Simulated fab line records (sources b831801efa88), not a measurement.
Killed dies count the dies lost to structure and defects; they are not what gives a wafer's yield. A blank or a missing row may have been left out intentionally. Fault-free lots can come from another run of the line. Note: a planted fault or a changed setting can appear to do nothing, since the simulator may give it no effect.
Split-lot trial :: flow gf180mcu :: 5 lots, 23 wafers read, on a route of 602 steps

== ABOUT THE SPLIT ==
At GF_PSD_DEVELOP_06 (develop time 60 s), the setting develop_time_s was moved away from the recipe's 60 s on 6 of the 23 wafers read, by -13.7% to +14.8%. This setting was run at the recipe's value on the other wafers.

Split to reading: the file shows no intervening step.

== THE READING ==
cd_nm at GF_PSD_CD_MEAS_07, given in nm (cd target 400 nm). Typical for fault-free wafers on this fab line: 399.0 nm, with standard deviation 2.2 nm.

wafer: L074.1
tool, chamber at the split: litho_track-03, 0
develop_time_s as run, s: 68.87
against the recipe: +14.8%
cd_nm, nm: 411.2
against lot-mates on the recipe: +13.1

wafer: L074.3
tool, chamber at the split: litho_track-03, 0
develop_time_s as run, s: 68.87
against the recipe: +14.8%
cd_nm, nm: 410.5
against lot-mates on the recipe: +12.4

wafer: L074.4
tool, chamber at the split: litho_track-03, 0
develop_time_s as run, s: 60
against the recipe: recipe
cd_nm, nm: 397.8
against lot-mates on the recipe: -

wafer: L074.5
tool, chamber at the split: litho_track-03, 0
develop_time_s as run, s: 60
against the recipe: recipe
cd_nm, nm: 399.0
against lot-mates on the recipe: -

wafer: L074.6
tool, chamber at the split: litho_track-03, 0
develop_time_s as run, s: 60
against the recipe: recipe
cd_nm, nm: 397.5
against lot-mates on the recipe: -

wafer: L076.1
tool, chamber at the split: litho_track-04, 0
develop_time_s as run, s: 60
against the recipe: recipe
cd_nm, nm: 398.4
against lot-mates on the recipe: -

wafer: L076.4
tool, chamber at the split: litho_track-04, 0
develop_time_s as run, s: 60
against the recipe: recipe
cd_nm, nm: 397.3
against lot-mates on the recipe: -

wafer: L076.5
tool, chamber at the split: litho_track-04, 0
develop_time_s as run, s: 60
against the recipe: recipe
cd_nm, nm: 397.6
against lot-mates on the recipe: -

wafer: L080.1
tool, chamber at the split: litho_track-03, 0
develop_time_s as run, s: 65.78
against the recipe: +9.6%
cd_nm, nm: 404.3
against lot-mates on the recipe: +7.4

wafer: L080.2
tool, chamber at the split: litho_track-03, 0
develop_time_s as run, s: 60
against the recipe: recipe
cd_nm, nm: 397.5
against lot-mates on the recipe: -

wafer: L080.4
tool, chamber at the split: litho_track-03, 0
develop_time_s as run, s: 60
against the recipe: recipe
cd_nm, nm: 396.9
against lot-mates on the recipe: -

wafer: L080.5
tool, chamber at the split: litho_track-03, 0
develop_time_s as run, s: 65.78
against the recipe: +9.6%
cd_nm, nm: 407.2
against lot-mates on the recipe: +10.3

wafer: L080.6
tool, chamber at the split: litho_track-03, 0
develop_time_s as run, s: 60
against the recipe: recipe
cd_nm, nm: 396.4
against lot-mates on the recipe: -

wafer: L083.1
tool, chamber at the split: litho_track-04, 0
develop_time_s as run, s: 60
against the recipe: recipe
cd_nm, nm: 401.2
against lot-mates on the recipe: -

wafer: L083.2
tool, chamber at the split: litho_track-04, 0
develop_time_s as run, s: 60
against the recipe: recipe
cd_nm, nm: 400.4
against lot-mates on the recipe: -

wafer: L083.3
tool, chamber at the split: litho_track-04, 0
develop_time_s as run, s: 60
against the recipe: recipe
cd_nm, nm: 400.3
against lot-mates on the recipe: -

wafer: L083.4
tool, chamber at the split: litho_track-04, 0
develop_time_s as run, s: 60
against the recipe: recipe
cd_nm, nm: 399.8
against lot-mates on the recipe: -

wafer: L083.6
tool, chamber at the split: litho_track-04, 0
develop_time_s as run, s: 60
against the recipe: recipe
cd_nm, nm: 400.1
against lot-mates on the recipe: -

wafer: L085.1
tool, chamber at the split: litho_track-03, 0
develop_time_s as run, s: 51.77
against the recipe: -13.7%
cd_nm, nm: 385.9
against lot-mates on the recipe: -13.3

wafer: L085.2
tool, chamber at the split: litho_track-03, 0
develop_time_s as run, s: 51.77
against the recipe: -13.7%
cd_nm, nm: 386.4
against lot-mates on the recipe: -12.8

wafer: L085.4
tool, chamber at the split: litho_track-03, 0
develop_time_s as run, s: 60
against the recipe: recipe
cd_nm, nm: 400.0
against lot-mates on the recipe: -

wafer: L085.5
tool, chamber at the split: litho_track-03, 0
develop_time_s as run, s: 60
against the recipe: recipe
cd_nm, nm: 399.6
against lot-mates on the recipe: -

wafer: L085.6
tool, chamber at the split: litho_track-03, 0
develop_time_s as run, s: 60
against the recipe: recipe
cd_nm, nm: 398.1
against lot-mates on the recipe: -

THE FIT
A straight line over all 23 wafers: cd_nm changes by +0.845 nm for each +1% of develop_time_s; r = +0.97; the points scatter about the line by 1.4 nm.
The same after taking each lot's own level away (the mean of its wafers on the recipe; 23 wafers): +0.909 nm for each +1%; r = +0.99; scatter 0.74 nm.
Per that fit: largest develop_time_s move, reading shift of 13 nm.
The span of the lots' own levels, 396.93 to 400.36 nm, comes to 1.6 times the standard deviation stated above.
The two slopes are in agreement: the lot-to-lot level therefore moves the slope only a little.
Check: for one of the wafers moved furthest among these (+14.8%), held out of the fit, the line's prediction against its lot-mates is +13.4 nm. It came out at +13.1 nm against them.

== OTHER SPLITS APPLIED TO THESE WAFERS ==
These wafers also went through other splits before the reading. Each is held against what the fit with the lots' levels taken away leaves over:
other split on the same wafers: GF_VT_IMPLANT_WET_ETCH_50 temp_c
wafers away from the commonest value: 15
r with cd_nm (lot level and that fit taken away): -0.16

other split on the same wafers: GF_POLY_GATE_CVD_00 pressure_mtorr
wafers away from the commonest value: 15
r with cd_nm (lot level and that fit taken away): +0.10

other split on the same wafers: GF_HV_LDD_EXPOSE_04 dose_mj
wafers away from the commonest value: 8
r with cd_nm (lot level and that fit taken away): -0.46

other split on the same wafers: GF_HV_LDD_IMPLANT_09 dose_cm2
wafers away from the commonest value: 12
r with cd_nm (lot level and that fit taken away): +0.05

other split on the same wafers: GF_HV_LDD_IMPLANT_48 dose_cm2
wafers away from the commonest value: 10
r with cd_nm (lot level and that fit taken away): +0.07

other split on the same wafers: GF_HV_LDD_CVD_54 target_thk_nm
wafers away from the commonest value: 10
r with cd_nm (lot level and that fit taken away): +0.01

other split on the same wafers: GF_NSD_COAT_02 spin_rpm
wafers away from the commonest value: 8
r with cd_nm (lot level and that fit taken away): +0.22

other split on the same wafers: GF_NSD_IMPLANT_09 energy_kev
wafers away from the commonest value: 4
r with cd_nm (lot level and that fit taken away): +0.05

== FILE'S OWN FIT ==
cd_nm changes by +0.906 nm for each +1% of develop_time_s, r = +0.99.
